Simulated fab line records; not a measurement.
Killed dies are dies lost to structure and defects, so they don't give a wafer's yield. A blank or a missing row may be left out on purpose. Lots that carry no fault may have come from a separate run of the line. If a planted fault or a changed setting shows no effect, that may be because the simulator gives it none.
A sampling plan put to the test    flow sky130    each of the 11 faults these records tell of, on one fab line, judged from the records of the lots it struck
The plan is the line's own looks: the steps of the route at which a gauge or an inspection reads the wafer and doesn't change it. Where struck wafers have a number at a look and the file lists that look's usual mean and standard deviation on fault-free wafers, the look can be judged. Caught: the struck wafers' mean, at a look after the fault's first step, is 4 or more of those standard deviations (sigma) away from the usual mean. On the tool: the identical test, applied to the tool's own readings at the steps of the fault. If the struck wafers alone have a blank record, or they carry another recipe, that too counts as caught.

THE FAULTS, as the simulator had put them in
1. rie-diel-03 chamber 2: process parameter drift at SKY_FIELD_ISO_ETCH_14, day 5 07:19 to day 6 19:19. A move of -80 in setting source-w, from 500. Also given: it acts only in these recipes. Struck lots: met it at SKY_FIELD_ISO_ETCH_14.
2. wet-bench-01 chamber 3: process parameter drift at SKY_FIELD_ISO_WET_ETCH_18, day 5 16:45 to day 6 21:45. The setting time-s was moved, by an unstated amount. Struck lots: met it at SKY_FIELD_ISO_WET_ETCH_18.
3. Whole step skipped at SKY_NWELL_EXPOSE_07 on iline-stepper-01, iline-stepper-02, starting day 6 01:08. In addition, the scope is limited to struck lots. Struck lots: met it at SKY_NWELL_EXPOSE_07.
4. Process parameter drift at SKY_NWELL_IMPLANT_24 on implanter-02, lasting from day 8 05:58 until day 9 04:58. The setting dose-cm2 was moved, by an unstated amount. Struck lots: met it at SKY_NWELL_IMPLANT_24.
5. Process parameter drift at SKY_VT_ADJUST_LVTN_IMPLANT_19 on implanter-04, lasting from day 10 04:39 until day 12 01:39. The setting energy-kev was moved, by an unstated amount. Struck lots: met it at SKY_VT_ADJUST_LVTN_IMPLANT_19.
6. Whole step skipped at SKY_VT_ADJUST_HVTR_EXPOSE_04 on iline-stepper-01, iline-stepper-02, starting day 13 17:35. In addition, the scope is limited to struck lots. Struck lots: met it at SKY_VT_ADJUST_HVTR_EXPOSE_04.
7. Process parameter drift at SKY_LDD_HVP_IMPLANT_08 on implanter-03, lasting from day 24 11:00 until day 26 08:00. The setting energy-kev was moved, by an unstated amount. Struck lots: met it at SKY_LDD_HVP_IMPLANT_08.
8. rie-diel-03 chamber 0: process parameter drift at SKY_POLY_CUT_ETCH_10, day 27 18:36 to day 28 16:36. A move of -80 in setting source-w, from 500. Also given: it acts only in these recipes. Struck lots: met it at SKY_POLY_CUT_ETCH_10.
9. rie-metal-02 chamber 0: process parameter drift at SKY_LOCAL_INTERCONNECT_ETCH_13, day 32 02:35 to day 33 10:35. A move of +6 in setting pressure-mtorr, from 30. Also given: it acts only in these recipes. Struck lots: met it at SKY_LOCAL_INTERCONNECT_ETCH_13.
10. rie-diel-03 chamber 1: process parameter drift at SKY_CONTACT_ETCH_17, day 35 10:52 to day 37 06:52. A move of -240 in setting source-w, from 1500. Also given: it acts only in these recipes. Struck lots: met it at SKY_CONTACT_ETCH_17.
11. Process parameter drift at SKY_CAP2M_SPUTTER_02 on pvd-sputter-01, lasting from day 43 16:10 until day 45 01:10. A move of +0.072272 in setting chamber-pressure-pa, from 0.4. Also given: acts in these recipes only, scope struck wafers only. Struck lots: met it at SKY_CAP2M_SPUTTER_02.

WHAT THE PLAN SAW
fault  on the tool itself                          first look that catches it                       reading, sigma  median hours from its first step to that look  hours from the fault's start to the first struck lot there  judged looks passed uncaught
1      rf-fwd-power-W -36 sigma                    none of the 2 looks that can be judged after it  -               -                                              -                                                           2
2      run-length-s +99 or beyond sigma            not the one look that can be judged after it     -               -                                              -                                                           1
3      no reading that can be judged               no look after it can be judged                   -               -                                              -                                                           0
4      dose-ions-cm2 +76 sigma                     none of the 2 looks that can be judged after it  -               -                                              -                                                           2
5      beam-energy-keV -99 or beyond sigma         not the one look that can be judged after it     -               -                                              -                                                           1
6      no reading that can be judged               not the one look that can be judged after it     -               -                                              -                                                           1
7      beam-energy-keV -99 or beyond sigma         none of the 2 looks that can be judged after it  -               -                                              -                                                           2
8      rf-fwd-power-W -35 sigma                    no look after it can be judged                   -               -                                              -                                                           0
9      chamber-pressure-mTorr +99 or beyond sigma  no look after it can be judged                   -               -                                              -                                                           0
10     rf-fwd-power-W -45 sigma                    no look after it can be judged                   -               -                                              -                                                           0
11     chamber-pressure-pa +85 sigma               no look after it can be judged                   -               -                                              -                                                           0
A dash: the fault is not caught, or the number is missing from these records.

Caught at a look: 0 of 11. Caught on the tool: 9 of 11. By one or the other: 9 of 11.
Faults caught by the tool alone: 1, 2, 4, 5, 7, 8, 9, 10, 11.
Caught by neither: faults 3, 6.
